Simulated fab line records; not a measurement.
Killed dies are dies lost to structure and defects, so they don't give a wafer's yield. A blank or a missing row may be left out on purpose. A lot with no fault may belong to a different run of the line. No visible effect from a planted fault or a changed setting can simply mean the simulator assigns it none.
What tool caused it?	flow gf180mcu	14 lots with 41 wafers sampled at 3 steps, on a route of 602 steps

## WHAT THE GAUGES READ, wafer by wafer
GF_V3_BOW_MEAS_05.
lot	measured	on	V3_BOW (um)
L337	day 21 16:21	film_metro-02	116 124 118
L339	day 22 14:35	film_metro-03	126 121 120
L340	day 22 18:18	film_metro-03	106 117 113
L341	day 23 02:02	film_metro-01	116 119 141
L342	day 23 03:45	film_metro-02	114 110 118
L344	day 24 09:10	film_metro-03	125 114
L345	day 24 10:41	film_metro-02	104 97 109
L346	day 24 13:11	film_metro-02	107 113 119
L347	day 24 23:47	film_metro-01	132 125 129
L349	day 25 19:01	film_metro-03	115 106 109
L352	day 26 14:10	film_metro-02	125 120 117
L353	day 26 18:01	film_metro-03	118 115 108
L357	day 27 22:58	film_metro-02	110 101 106
L358	day 28 09:48	film_metro-01	115 100 127

GF_V3_OVL_MEAS_15.
lot	measured	on	V3_OVL (nm)
L337	day 22 15:31	overlay-01	-11 -11 -10
L339	day 23 13:46	overlay-01	9 -6 -1
L340	day 23 17:01	overlay-01	-1 -4 -6
L341	day 24 00:37	overlay-01	0 -7 -5
L342	day 24 02:38	overlay-01	-7 0 -1
L344	day 25 06:58	overlay-01	-2 -6
L345	day 25 07:55	overlay-02	-3 -2 -11
L346	day 25 10:46	overlay-02	-7 -2 -7
L347	day 25 21:34	overlay-01	3 1 0
L349	day 26 15:55	overlay-02	1 -2 -1
L352	day 27 11:04	overlay-01	-1 1 3
L353	day 27 14:43	overlay-02	-10 -14 -11
L357	day 28 18:54	overlay-02	-4 1 -13
L358	day 29 05:24	overlay-02	-10 -8 -11

## EACH LOT AND THE TOOL THAT RAN IT (in order: tool; ch and the chambers of the sampled wafers; start)
lot	GF_M3_STRIP_18
L337	wet_bench-03 ch 1, day 21 14:59
L339	wet_bench-03 ch 3, day 22 13:35
L340	wet_bench-01 ch 2, day 22 17:17
L341	wet_bench-02 ch 2, day 23 01:01
L342	wet_bench-02 ch 2, day 23 02:41
L344	wet_bench-03 ch 3, day 24 08:08
L345	wet_bench-01 ch 2, day 24 09:41
L346	wet_bench-03 ch 0, day 24 12:11
L347	wet_bench-02 ch 0, day 24 22:47
L349	wet_bench-03 ch 0, day 25 17:57
L352	wet_bench-02 ch 0, day 26 13:08
L353	wet_bench-03 ch 1, day 26 16:59
L357	wet_bench-02 ch 2, day 27 21:56
L358	wet_bench-02 ch 0, day 28 08:46
- GF_M3_STRIP_18: strips in post etch residue remover, time 1200 s.

## AS READ BY THE TOOLS THEMSELVES (means over the sampled wafers that have a number; for cases with no such wafer, the mark the record gives instead)
GF_M3_STRIP_18.
lot	tool	bath_guard_temp_C (C)	run_length_s (s)
L337	wet_bench-03	73.4	1233
L339	wet_bench-03	72.5	1224
L340	wet_bench-01	72.5	1224
L341	wet_bench-02	72.8	1225
L342	wet_bench-02	72.7	1225
L344	wet_bench-03	72.3	1232
L345	wet_bench-01	72.1	1224
L346	wet_bench-03	72.7	1226
L347	wet_bench-02	71.7	1227
L349	wet_bench-03	72.7	967
L352	wet_bench-02	71.4	1226
L353	wet_bench-03	73.3	960
L357	wet_bench-02	72.6	1233
L358	wet_bench-02	71.5	1227

## THE ANSWER, worked out from the rows above alone
Rule: the usual values come from the lots themselves. The widest of any qualifying gaps counts: lots, ordered by their means at a reading, are off when they make up no more than a third of the lots, leave a main group of 4 or more, and stand apart from it by 3 or more times the standard deviation of that group's means. The tables above print the reading to a certain number of digits; a main group whose means all agree to those digits is not used. Also off: a lot with no number at a reading for which 4 or more lots have one. Where the step has rows for the other lots, those lots are counted as sound. First the gauges in route order, then the tools' own readings, where a lot's mean is used as printed above. The first step at which some lot is off is used, and at that step the reading that is off furthest; a lot without a number counts as furthest.
Off, at GF_M3_STRIP_18 on run_length_s: L349, L353. The main group: mean 1227 s, standard deviation 3.3.
If a tool, at that step or one of the process steps before it, ran each lot that is off and ran no sound lot following the first of them, it fits. One candidate fits, namely wet_bench-03 at GF_M3_STRIP_18. A fault onset in the window from L346 (day 24 12:11, its last sound lot) to L349 (day 25 17:57, its first lot off) fits.
On the lots that are off, the tool's own readings at GF_M3_STRIP_18 differ by more than 5 times the standard deviation of the sound lots' means, which bears it out; run_length_s reads 964 s there versus 1227 s on the sound lots.

## WHAT HAD BEEN PUT IN BY THE SIMULATOR
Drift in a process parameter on wet_bench-03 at GF_M3_STRIP_18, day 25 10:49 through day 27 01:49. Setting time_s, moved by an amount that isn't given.
Struck lots among those shown: L349, L353. The rule above reached the same finding.
